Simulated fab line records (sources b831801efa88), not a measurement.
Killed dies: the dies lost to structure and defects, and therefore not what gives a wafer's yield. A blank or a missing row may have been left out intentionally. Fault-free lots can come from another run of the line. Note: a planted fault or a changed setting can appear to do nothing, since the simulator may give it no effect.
fab line records | flow sky130
[record] lots = 6 | wafers = 18 | last-day = 50
route steps=708 shown LDD_N@239 PAD_OPEN@708
lots that met no fault: taken from a fault-free run of the same line
start-h: hours from the record's first day to the start of the lot's first wafer shown | wait-h: how many hours have passed since the lot's step before this one | " same as the row above | L1.1+2: a row that stands for several wafers | - value missing, or start not given | * or withheld: withheld | < > ~ a bound
route shown NAME@n: NAME is a module with steps in the file, n the number in the route of the first one | usual: average and standard deviation across the fault-free wafers | same: alike in all rows | chamber/n: place in a boat | sites: each site's reading | _std_site: standard deviation of those values | _edge_site: inner sites' mean taken away from outer sites' mean | radius-mm: for every site, how far away it sits from the centre of the wafer | mask NAME#n: copy n | behind: the most recent tool/chamber to have shaped the wafer | hold: why the lot was held/for how many hours/how that ended | device: names the non-switching transistor (n, p or np) | end of line: the route-end tests of the same wafers | for a step that has no rows: nothing shown but its recipe | killed: dies lost to structure and defects at the first sort, not the wafer's yield | map: per-die view of a wafer (x killed, . not killed, _ where there is no die)
set.NAME: the setting that was run; set.NAME@STEP: the one run at that earlier step | model.NAME: the simulator's own value behind a step, which no gauge read
lots at selected steps of the route; one table per step, one row per wafer
services: the hour from which a tool's chamber was out of use, counted from the record's first day as start-h (under 0 if before that day), plus the number of hours and why
[[steps]]
[step SKY_LDD_N_COAT_02]
[recipe] resist = NOVOLAK | spin-rpm = 3000 | resist-thk-nm = 296.5
[step SKY_LDD_N_SOFTBAKE_03]
[recipe] temp-c = 90 | time-s = 60 | resist = NOVOLAK
[step SKY_LDD_N_EXPOSE_04]
[recipe] mask-id = NTM | target-cd-nm = 840 | na = 0.6 | source-shape = conventional | sigma-outer = 0.6 | dose-mj = 110
[step SKY_LDD_N_PEB_05]
[recipe] temp-c = withheld | time-s = * | resist = NOVOLAK
[step SKY_LDD_N_DEVELOP_06]
[recipe] develop-time-s = 60 | dev-temp-c = 23
[step SKY_LDD_N_OVL_MEAS_07]
[usual] LDD_N_OVL = 0.5/1.3
lot.wafer | tool       | chamber | start-h | wait-h | LDD_N_OVL[nm]
L588.1    | overlay-01 | -       | 459.98  | 0.1    | 1.0
L588.5    | "          | -       | "       | "      | 3.2
L588.6    | "          | -       | "       | "      | 1.1
L592.1    | overlay-01 | -       | 474.58  | 0.1    | 2.5
L592.5    | "          | -       | "       | "      | 1.5
L592.6    | "          | -       | "       | "      | 1.0
L597.3    | overlay-02 | -       | 518.33  | 0.1    | -0.3
L597.5    | "          | -       | "       | "      | 1.1
L597.6    | "          | -       | "       | "      | 0.1
L599.3    | overlay-02 | -       | 536.49  | 0.1    | 1.8
L599.5    | "          | -       | "       | "      | 0.2
L599.6    | "          | -       | "       | "      | -1.0
L600.2    | overlay-01 | -       | 544.99  | 0.1    | 0.9
L600.4    | "          | -       | "       | "      | 0.0
L600.5    | "          | -       | "       | "      | 1.7
L607.1    | overlay-01 | -       | 601.02  | 0.1    | 1.5
L607.3    | "          | -       | "       | "      | 2.3
L607.4    | "          | -       | "       | "      | 0.7
[step SKY_LDD_N_IMPLANT_08]
[recipe] species = As | energy-kev = 20 | dose-cm2 = 7.5e+13 | tilt-deg = withheld | rotation-deg = 23
[step SKY_LDD_N_IMPLANT_09]
[recipe] species = As | energy-kev = 20 | dose-cm2 = 7.5e+13 | tilt-deg = withheld | rotation-deg = 113
[step SKY_LDD_N_IMPLANT_10]
[recipe] species = As | energy-kev = 20 | dose-cm2 = 7.5e+13 | tilt-deg = withheld | rotation-deg = 203
[step SKY_LDD_N_IMPLANT_11]
[recipe] species = As | energy-kev = 20 | dose-cm2 = 7.5e+13 | tilt-deg = withheld | rotation-deg = 293
[step SKY_LDD_N_IMPLANT_12]
[recipe] species = BF2 | energy-kev = 50 | dose-cm2 = 5e+12 | tilt-deg = 30 | rotation-deg = 0
[step SKY_LDD_N_IMPLANT_13]
[recipe] species = BF2 | energy-kev = 50 | dose-cm2 = 5e+12 | tilt-deg = 30 | rotation-deg = 90
[step SKY_LDD_N_IMPLANT_14]
[recipe] species = BF2 | energy-kev = 50 | dose-cm2 = 5e+12 | tilt-deg = 30 | rotation-deg = 180
[usual] dose-ions-cm2 = 5e+12/5.4e+09 | faraday-current-uA = 28.3/0.58
lot.wafer | tool         | chamber | start-h | wait-h | dose-ions-cm2 | faraday-current-uA
L588.1    | implanter-04 | 0       | 460.91  | 0.1    | 5.001e+12     | 28.6
L588.5    | "            | 0       | "       | "      | 5.007e+12     | 27.7
L588.6    | "            | 0       | "       | "      | 4.99e+12      | 28.8
L592.1    | implanter-02 | 0       | 475.51  | 0.1    | 5.002e+12     | 28.0
L592.5    | "            | 0       | "       | "      | 4.998e+12     | 28.1
L592.6    | "            | 0       | "       | "      | 4.999e+12     | 28.6
L597.3    | implanter-04 | 0       | 519.30  | 0.1    | 9.706e+12     | 53.1
L597.5    | "            | 0       | "       | "      | 9.709e+12     | 54.9
L597.6    | "            | 0       | "       | "      | 9.72e+12      | 54.9
L599.3    | implanter-04 | 0       | 537.46  | 0.1    | 9.716e+12     | 55.0
L599.5    | "            | 0       | "       | "      | 9.712e+12     | 53.9
L599.6    | "            | 0       | "       | "      | 9.714e+12     | 56.2
L600.2    | implanter-02 | 0       | 545.94  | 0.1    | 4.999e+12     | 28.0
L600.4    | "            | 0       | "       | "      | 5.006e+12     | 28.6
L600.5    | "            | 0       | "       | "      | 4.999e+12     | 27.3
L607.1    | implanter-02 | 0       | 601.95  | 0.1    | 4.998e+12     | 28.7
L607.3    | "            | 0       | "       | "      | 4.999e+12     | 27.1
L607.4    | "            | 0       | "       | "      | 5.004e+12     | 27.3
[step SKY_LDD_N_IMPLANT_15]
[recipe] species = BF2 | energy-kev = 50 | dose-cm2 = 5e+12 | tilt-deg = 30 | rotation-deg = 270
[step SKY_PAD_OPEN_PROBE_99]
[usual] killed_at_M0_to_M3 = 44/7.3 | killed_at_M4_up = 3.4/1.7 | killed-at-contacts = 24/5.3 | killed-at-front-end = 15/4.1 | killed-at-other = 0.4/0.68 | killed-dies = 87/9.5 | killed-open = 48/7.1 | killed-short = 39/5.8
[same] gross-dies = 492 | killed-at-back-side = 0
lot.wafer | tool      | chamber | start-h | wait-h | killed_at_M0_to_M3 | killed_at_M4_up | killed-at-contacts | killed-at-front-end | killed-at-other | killed-dies | killed-open | killed-short | model.etest.nfet_01v8_lvt.drive-ua-um | model.etest.nfet_01v8.r-on-ohm-um | model.etest.nfet_01v8_swapped.drive-ua-um | model.etest.nfet_01v8.drive-ua-um | model.etest.sram-nfet-pass.drive-ua-um | model.etest.tip-n.rs-ohm-sq | model.etest.nfet_01v8_swapped.off-log10-a-um | model.etest.nfet_01v8_swapped.vt-sat-v
L588.1    | prober-02 | -       | 1112.70 | 0.1    | 49                 | 2               | 23                 | 20                  | 0               | 94          | 56          | 37           | 566.7                                 | 833.8                             | 503.5                                     | 501.9                             | 482.4                                  | 438.6                       | -13.32                                       | 0.653
L588.5    | prober-02 | -       | 1112.90 | 0.2    | 44                 | 2               | 24                 | 25                  | 1               | 96          | 54          | 41           | 587.7                                 | 819.4                             | 516.2                                     | 514.5                             | 511.3                                  | 435.6                       | -13.35                                       | 0.6423
L588.6    | prober-02 | -       | 1112.95 | 0.2    | 33                 | 5               | 19                 | 12                  | 0               | 69          | 37          | 31           | 565.8                                 | 840                               | 492.6                                     | 496.2                             | 480.2                                  | 438.9                       | -13.42                                       | 0.6587
L592.1    | prober-02 | -       | 1122.40 | 0.1    | 45                 | 3               | 21                 | 20                  | 0               | 89          | 48          | 40           | 580.3                                 | 830.9                             | 508.9                                     | 509.8                             | 475.4                                  | 444.9                       | -13.39                                       | 0.6447
L592.5    | prober-02 | -       | 1122.60 | 0.2    | 50                 | 1               | 19                 | 17                  | 2               | 89          | 40          | 47           | 591.9                                 | 815.1                             | 517.8                                     | 520.4                             | 506.7                                  | 440.8                       | -13.32                                       | 0.636
L592.6    | prober-02 | -       | 1122.65 | 0.2    | 59                 | 2               | 17                 | 14                  | 0               | 92          | 53          | 39           | 573                                   | 842                               | 497.9                                     | 502.4                             | 468.9                                  | 443.2                       | -13.38                                       | 0.6465
L597.3    | prober-01 | -       | 1147.69 | 0.2    | 34                 | 2               | 22                 | 13                  | 1               | 72          | 39          | 32           | 542.5                                 | 871.6                             | 477.5                                     | 481.7                             | 459.4                                  | 449.5                       | -13.58                                       | 0.7176
L597.5    | prober-01 | -       | 1147.79 | 0.2    | 50                 | 3               | 20                 | 22                  | 1               | 96          | 58          | 38           | 558.5                                 | 849.7                             | 487.8                                     | 490.4                             | 467.2                                  | 450.6                       | -13.6                                        | 0.7027
L597.6    | prober-01 | -       | 1147.84 | 0.2    | 34                 | 4               | 28                 | 18                  | 0               | 84          | 45          | 38           | 563.9                                 | 855.2                             | 493.4                                     | 494.9                             | 506.1                                  | 451                         | -13.4                                        | 0.702
L599.3    | prober-01 | -       | 1175.24 | 0.2    | 49                 | 2               | 29                 | 8                   | 0               | 88          | 42          | 46           | 538.5                                 | 867.8                             | 474.4                                     | 471.2                             | 453.1                                  | 449.8                       | -13.54                                       | 0.718
L599.5    | prober-01 | -       | 1175.34 | 0.2    | 42                 | 5               | 19                 | 10                  | 0               | 76          | 43          | 33           | 570.1                                 | 831.7                             | 500.7                                     | 496.9                             | 498.3                                  | 450.6                       | -13.57                                       | 0.7009
L599.6    | prober-01 | -       | 1175.39 | 0.2    | 30                 | 2               | 30                 | 16                  | 0               | 78          | 46          | 30           | 560.2                                 | 839.7                             | 491.2                                     | 493.9                             | 475.2                                  | 448.9                       | -13.4                                        | 0.7034
L600.2    | prober-02 | -       | 1177.39 | 0.1    | 60                 | 5               | 26                 | 12                  | 0               | 103         | 53          | 50           | 554.7                                 | 861.3                             | 491                                       | 486.1                             | 455.1                                  | 445.6                       | -13.37                                       | 0.6615
L600.4    | prober-02 | -       | 1177.49 | 0.2    | 61                 | 6               | 16                 | 12                  | 0               | 95          | 54          | 40           | 581.1                                 | 821                               | 513.6                                     | 508.8                             | 494.2                                  | 441.1                       | -13.31                                       | 0.6533
L600.5    | prober-02 | -       | 1177.54 | 0.2    | 34                 | 3               | 21                 | 13                  | 0               | 71          | 43          | 28           | 573.3                                 | 834.9                             | 509.8                                     | 509.3                             | 492.8                                  | 445.3                       | -13.48                                       | 0.6496
L607.1    | prober-01 | -       | 1198.65 | 0.1    | 40                 | 1               | 28                 | 19                  | 0               | 88          | 48          | 40           | 575.1                                 | 821.7                             | 504                                       | 506.6                             | 489.5                                  | 441.9                       | -13.49                                       | 0.6478
L607.3    | prober-01 | -       | 1198.75 | 0.2    | 38                 | 2               | 32                 | 5                   | 0               | 77          | 46          | 31           | 567.6                                 | 844                               | 503.9                                     | 507.6                             | 483.5                                  | 444.4                       | -13.38                                       | 0.6518
L607.4    | prober-01 | -       | 1198.80 | 0.2    | 46                 | 1               | 27                 | 13                  | 0               | 87          | 52          | 35           | 579.8                                 | 835.8                             | 508.3                                     | 507.1                             | 498                                    | 444.9                       | -13.31                                       | 0.6512
// killed by level:class
L588.1 VIA1:geometric-particle:open=11 VIA2:geometric-particle:open=9 POLY_GATE:geometric-particle:open=8 CONTACT:geometric-particle:short=8 CONTACT:geometric-particle:open=8 METAL3:geometric-particle:short=8 FIELD_ISO:geometric-particle:open=6 VIA3:geometric-particle:open=6
L588.5 VIA1:geometric-particle:open=15 CONTACT:geometric-particle:open=9 POLY_GATE:geometric-particle:open=6 LI_CONTACT:geometric-particle:open=6 VIA3:geometric-particle:open=6 FIELD_ISO:geometric-particle:open=5 FIELD_ISO:geometric-particle:short=5 POLY_GATE:geometric-particle:short=5
L588.6 LI_CONTACT:geometric-particle:open=7 VIA2:geometric-particle:short=7 VIA3:geometric-particle:open=7 VIA2:geometric-particle:open=5 METAL4:geometric-particle:short=5 CONTACT:geometric-particle:open=4 FIELD_ISO:geometric-particle:open=3 CONTACT:geometric-particle:short=3
L592.1 CONTACT:geometric-particle:open=8 VIA3:geometric-particle:open=8 FIELD_ISO:geometric-particle:short=6 METAL1:geometric-particle:short=6 VIA1:geometric-particle:open=6 FIELD_ISO:geometric-particle:open=5 POLY_GATE:geometric-particle:open=5 LI_CONTACT:geometric-particle:open=5
L592.5 METAL2:geometric-particle:short=13 LOCAL_INTERCONNECT:geometric-particle:short=6 VIA1:geometric-particle:open=6 VIA2:geometric-particle:open=6 METAL1:geometric-particle:short=5 VIA3:geometric-particle:open=5 POLY_GATE:geometric-particle:open=4 POLY_GATE:geometric-particle:short=4
L592.6 VIA3:geometric-particle:open=13 VIA1:geometric-particle:open=12 VIA2:geometric-particle:open=7 METAL2:geometric-particle:short=7 CONTACT:geometric-particle:open=6 METAL3:geometric-particle:short=5 POLY_GATE:geometric-particle:open=4 LOCAL_INTERCONNECT:geometric-particle:short=4
L597.3 VIA1:geometric-particle:open=8 CONTACT:geometric-particle:open=7 VIA2:geometric-particle:open=7 POLY_GATE:geometric-particle:short=5 CONTACT:geometric-particle:short=5 LI_CONTACT:geometric-particle:open=4 LOCAL_INTERCONNECT:geometric-particle:short=4 METAL1:geometric-particle:short=4
L597.5 VIA3:geometric-particle:open=12 VIA1:geometric-particle:open=10 VIA2:geometric-particle:open=9 FIELD_ISO:geometric-particle:open=7 CONTACT:geometric-particle:open=7 FIELD_ISO:geometric-particle:short=5 POLY_GATE:geometric-particle:short=5 LI_CONTACT:geometric-particle:open=4
L597.6 CONTACT:geometric-particle:open=9 LI_CONTACT:geometric-particle:open=8 VIA1:geometric-particle:open=8 CONTACT:geometric-particle:short=8 METAL1:geometric-particle:short=7 FIELD_ISO:geometric-particle:open=6 POLY_GATE:geometric-particle:open=4 VIA3:geometric-particle:open=4
L599.3 VIA1:geometric-particle:open=11 METAL1:geometric-particle:short=8 CONTACT:geometric-particle:open=8 LOCAL_INTERCONNECT:geometric-particle:short=7 VIA3:geometric-particle:open=7 LI_CONTACT:geometric-particle:open=6 CONTACT:geometric-particle:short=6 VIA2:geometric-particle:open=6
L599.5 VIA1:geometric-particle:open=9 VIA3:geometric-particle:open=8 LI_CONTACT:geometric-particle:open=7 VIA2:geometric-particle:open=7 CONTACT:geometric-particle:open=5 VIA3:geometric-particle:short=5 LOCAL_INTERCONNECT:geometric-particle:short=4 FIELD_ISO:geometric-particle:short=3
L599.6 CONTACT:geometric-particle:open=11 LI_CONTACT:geometric-particle:open=8 VIA1:geometric-particle:open=8 VIA3:geometric-particle:open=6 FIELD_ISO:geometric-particle:short=4 VIA1:geometric-particle:short=4 VIA2:geometric-particle:open=4 VIA2:geometric-particle:short=3
L600.2 VIA1:geometric-particle:open=14 VIA3:geometric-particle:open=9 CONTACT:geometric-particle:open=8 METAL1:geometric-particle:short=7 VIA1:geometric-particle:short=7 VIA2:geometric-particle:open=7 LOCAL_INTERCONNECT:geometric-particle:short=6 METAL2:geometric-particle:short=6
L600.4 VIA1:geometric-particle:open=14 VIA3:geometric-particle:open=8 METAL1:geometric-particle:short=7 VIA2:geometric-particle:open=7 CONTACT:geometric-particle:open=5 VIA1:geometric-particle:short=5 METAL3:geometric-particle:short=5 FIELD_ISO:geometric-particle:open=4
L600.5 LI_CONTACT:geometric-particle:open=9 VIA1:geometric-particle:open=7 METAL1:geometric-particle:short=6 CONTACT:geometric-particle:open=5 VIA2:geometric-particle:open=4 FIELD_ISO:geometric-particle:open=3 POLY_GATE:geometric-particle:short=3 POLY_CUT:geometric-particle:open=3
L607.1 VIA1:geometric-particle:open=15 LI_CONTACT:geometric-particle:open=7 FIELD_ISO:geometric-particle:short=6 POLY_GATE:geometric-particle:open=6 CONTACT:geometric-particle:open=6 CONTACT:geometric-particle:short=6 VIA2:geometric-particle:open=5 POLY_GATE:geometric-particle:short=4
L607.3 LI_CONTACT:geometric-particle:open=15 VIA1:geometric-particle:open=12 VIA2:geometric-particle:open=7 VIA3:geometric-particle:open=6 LOCAL_INTERCONNECT:geometric-particle:short=5 CONTACT:geometric-particle:short=5 VIA1:geometric-particle:short=4 LI_CONTACT:geometric-particle:short=3
L607.4 VIA1:geometric-particle:open=12 CONTACT:geometric-particle:open=11 METAL2:geometric-particle:short=7 FIELD_ISO:geometric-particle:open=6 LI_CONTACT:geometric-particle:open=6 CONTACT:geometric-particle:short=5 VIA1:geometric-particle:short=4 VIA2:geometric-particle:open=4
[[services]]
tool         | chamber | start-h | hours | kind
implanter-02 | -       | 526.93  | 1.8   | repair
implanter-02 | -       | 528.41  | 5.1   | repair
[[key]]
[first-sign] step = SKY_LDD_N_IMPLANT_14 | reading = dose-ions-cm2 | direction = up | sigmas = 99+ | usual = * | struck = *
[effect] step = SKY_LDD_N_IMPLANT_14 | reading = faraday-current-uA | direction = up | sigmas = 45 | usual = 28.3 | struck = 54.7
[model-effect] step = SKY_PAD_OPEN_PROBE_99 | value = etest.nfet_01v8_lvt.drive-ua-um | without = 587.2 | struck = 555.6
met-at SKY_LDD_N_IMPLANT_14
struck-wafers L597.3,L597.5,L597.6,L599.3,L599.5,L599.6
tester-left-out L597,L599
onset-between 460.91 519.30
[fault] kind = process-parameter-drift | tool = implanter-04 | chamber = - | onset-h = 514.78 | steps = SKY_LDD_N_IMPLANT_14 | channel = dose-cm2 | offset = * | shape = step | end-h = 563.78 | acts-in = * | stated = *
// tester-left-out: of these lots the tester's yield and bins aren't shown, on N5 and GAA mostly nor the transistor test; their killed dies are dies lost to structure and defects alone, not to doping, threshold or leakage, so they don't give the yield
